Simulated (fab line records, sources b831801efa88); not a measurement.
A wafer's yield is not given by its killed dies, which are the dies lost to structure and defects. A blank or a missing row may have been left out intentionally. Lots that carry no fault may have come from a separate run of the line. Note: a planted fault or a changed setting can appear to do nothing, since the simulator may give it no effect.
2 desks looking at one fault + flow sky130 + every desk sees just its own numbers, and what lay behind them comes last

METROLOGY DESK
What the gauges read for every lot (on any tool): the sampled wafers with a number, averaged. The brackets show how far a lot's mean lies from the usual mean; more than 4 standard deviations puts the lot out of limits, marked OUT.
Columns: A = LDD_N_TW at SKY_LDD_N_TW_MEAS_17, usual 2586; B = cdNm at SKY_LDD_P_CD_MEAS_07, usual 379.8 nm; C = LDD_P_OVL at SKY_LDD_P_OVL_MEAS_08, usual -1.9 nm
| lot  | first seen here | A    | B     | C    |
|------|-----------------|------|-------|------|
| L538 | day 19 06:14    | 2545 | 381.6 | -1.5 |
| L548 | day 22 22:52    | 2558 | 381.9 | -2.2 |
| L550 | day 23 17:44    | 2606 | 378.3 | -1.3 |
| L551 | day 24 04:56    | 2589 | 381.5 | -0.7 |
| L556 | day 25 19:50    | 2551 | 381.7 | -3.0 |
| L557 | day 26 01:40    | 2603 | 379.9 | -3.3 |
Finding of this desk: none of the 6 lots has anything out of limits.

DESK OF THE TOOL OWNER: implanter-04
The tool's own readings at SKY_LDD_P_IMPLANT_09, given as means over the sampled wafers that have a number, one for each lot that went through this tool. The brackets show how far a lot's mean lies from the usual mean; more than 4 standard deviations puts the lot out of limits, marked OUT.
Columns: A = beamEnergyKeV at SKY_LDD_P_IMPLANT_09, usual 25.000
| lot  | first seen here | A                        |
|------|-----------------|--------------------------|
| L548 | day 24 05:22    | 25.004                   |
| L550 | day 24 23:57    | 25.793 (+99 or more) OUT |
| L551 | day 25 10:09    | 25.797 (+99 or more) OUT |
This desk's finding: out of limits on L550, L551; first on L550, day 24 23:57 (beamEnergyKeV at SKY_LDD_P_IMPLANT_09). In limits: L548.

BROUGHT TOGETHER
The tool owner's desk could have raised an alarm at day 24 23:57, on L550, L551.
At the metrology desk, nothing out of limits was observed.
The metrology desk holds a record of L550, L551, inside its limits.
On implanter-04, each named lot ran SKY_LDD_P_IMPLANT_09.

WHAT WAS PUT IN BY THE SIMULATOR
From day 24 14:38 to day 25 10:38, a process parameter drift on implanter-04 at SKY_LDD_P_IMPLANT_09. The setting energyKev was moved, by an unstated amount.
Struck lots among those shown: L550, L551.
How many hours passed from the start of the fault until each desk's first out-of-limits reading: the tool owner's desk, 9.
